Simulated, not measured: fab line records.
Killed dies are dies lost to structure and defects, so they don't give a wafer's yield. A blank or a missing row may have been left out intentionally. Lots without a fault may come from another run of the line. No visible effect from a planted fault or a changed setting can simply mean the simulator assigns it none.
A lot that was struck, set against a sound lot -- flow gf180mcu -- 20 steps out of a route of 602
Sound: the wafers L515.1, L515.3, L515.5. Struck: wafers L532.1, L532.5, L532.6. The cause is named last.
Each step with rows lists, per side, the tool, then ch with its chambers, then its first start. Under that, the readings that differ: sound wafers -- struck wafers -- difference of the means -- sigmas: that difference in standard deviations of wafers without a fault.
alike: readings with means less than 2 such deviations apart, plus words and numbers identical on both sides. not compared: withheld readings, readings lacking a value on some wafer, bounds such as >300 that could conceal the same value, and numbers that have no deviation in the record and whose values overlap.
A row with sigmas, a row that says differs or no value, or rows on one side alone: a step with any of these is where the two part. Numbers that don't overlap but have no deviation are shown without sigmas and don't part them. A reading missing from all wafers of one side parts the sides only when that side holds two or more wafers.

first, 1 step without rows for these wafers: GF_DUAL_GATE_WET_ETCH_12 (etches SiO2 in dHF, target depth 13 nm, time 260 s).
GF_DUAL_GATE_STRIP_13: strips in O2/N2.
  sound on plasma_asher-03 ch 0,1, day 8 06:20; struck on plasma_asher-01 ch 0,1, day 13 23:44
  alike: drypump_motor_current_A, heater_power_w, oes_product_au, strip_time_to_endpoint_s
  not compared: rf_hours_counter_h
then, 3 steps without rows for these wafers: GF_DUAL_GATE_CLEAN_14 (cleans in SC1/SC2, time 150 s); GF_DUAL_GATE_OXIDATION_15 (stabilise 600 s, purge 300 s, target thk 7.098 nm); GF_POLY_GATE_CVD_00 (deposits poly-Si, target thk 200 nm, time 1200 s).
GF_POLY_GATE_THK_MEAS_01:
  sound on film_metro-01, day 8 09:25; struck on film_metro-01, day 14 03:43
  alike: POLY_GATE_CVD_00_THK
then, 6 steps without rows for these wafers: GF_POLY_GATE_DEHYDRATE_02 (time 60 s); GF_POLY_GATE_HMDS_03 (prime time 60 s); GF_POLY_GATE_COAT_04; GF_POLY_GATE_COAT_05 (resist thk 700 nm); GF_POLY_GATE_SOFTBAKE_06 (time 60 s); GF_POLY_GATE_EXPOSE_07 (exposes mask Poly2, target cd 280 nm).
GF_POLY_GATE_PEB_08: peb time 90 s.
  sound on litho_track-01 ch 0, day 9 01:43; struck on litho_track-01 ch 0, day 15 00:22
  alike: exhaust_pa
then, 1 step without rows for these wafers: GF_POLY_GATE_DEVELOP_09 (develop time 60 s).
GF_POLY_GATE_CD_MEAS_10: target cd 280 nm.
  sound on cd_sem-02, day 9 02:04; struck on cd_sem-02, day 15 00:43
reading,sound,struck,difference,sigmas
cd_nm (nm),281.5 280.8 280.7,269.9 271.1 270.9,-10.4,-8
GF_POLY_GATE_OVL_MEAS_11:
  sound on overlay-01, day 9 02:11; struck on overlay-02, day 15 00:50
  alike: POLY_GATE_OVL
GF_POLY_GATE_ETCH_12: etches BARC in N2/H2.
  sound on rie_diel-01 ch 0,3, day 9 02:13; struck on rie_diel-02 ch 0,1, day 15 00:52
reading,sound,struck,difference,sigmas
model.POLY_GATE.cd_nm (nm),280.8 281.5 280.7,270.8 270.5 271.9,-9.9,
  alike: drypump_motor_current_A, oes_product_au, throttle_valve_pct
GF_POLY_GATE_ETCH_13: etches poly-Si in HBr/Cl2, stops on SiO2, target depth 198.5 nm, time 69.6 s.
  sound on rie_si-02 ch 0,1, day 9 02:16; struck on rie_si-01 ch 1,2, day 15 00:55
reading,sound,struck,difference,sigmas
model.POLY_GATE.cd_nm (nm),277.9 281.9 277.8,270.6 273.8 272.1,-7.0,
  alike: drypump_motor_current_A, oes_product_au, throttle_valve_pct
  not compared: rf_hours_counter_h
GF_POLY_GATE_STRIP_14: strips in O2/N2.
  sound on plasma_asher-03 ch 0,1, day 9 02:20; struck on plasma_asher-01 ch 0,1, day 15 00:58
  alike: drypump_motor_current_A, heater_power_w, oes_product_au
  not compared: rf_hours_counter_h
GF_PASSIVATION_PROBE_99:
  rows exist in the record for the sound wafers here (prober-01, day 28 20:21), none for the struck ones

## WHERE THEY PART
Earliest at GF_POLY_GATE_CD_MEAS_10; latest, in this record, at GF_PASSIVATION_PROBE_99.

WHY: what had been put in by the simulator
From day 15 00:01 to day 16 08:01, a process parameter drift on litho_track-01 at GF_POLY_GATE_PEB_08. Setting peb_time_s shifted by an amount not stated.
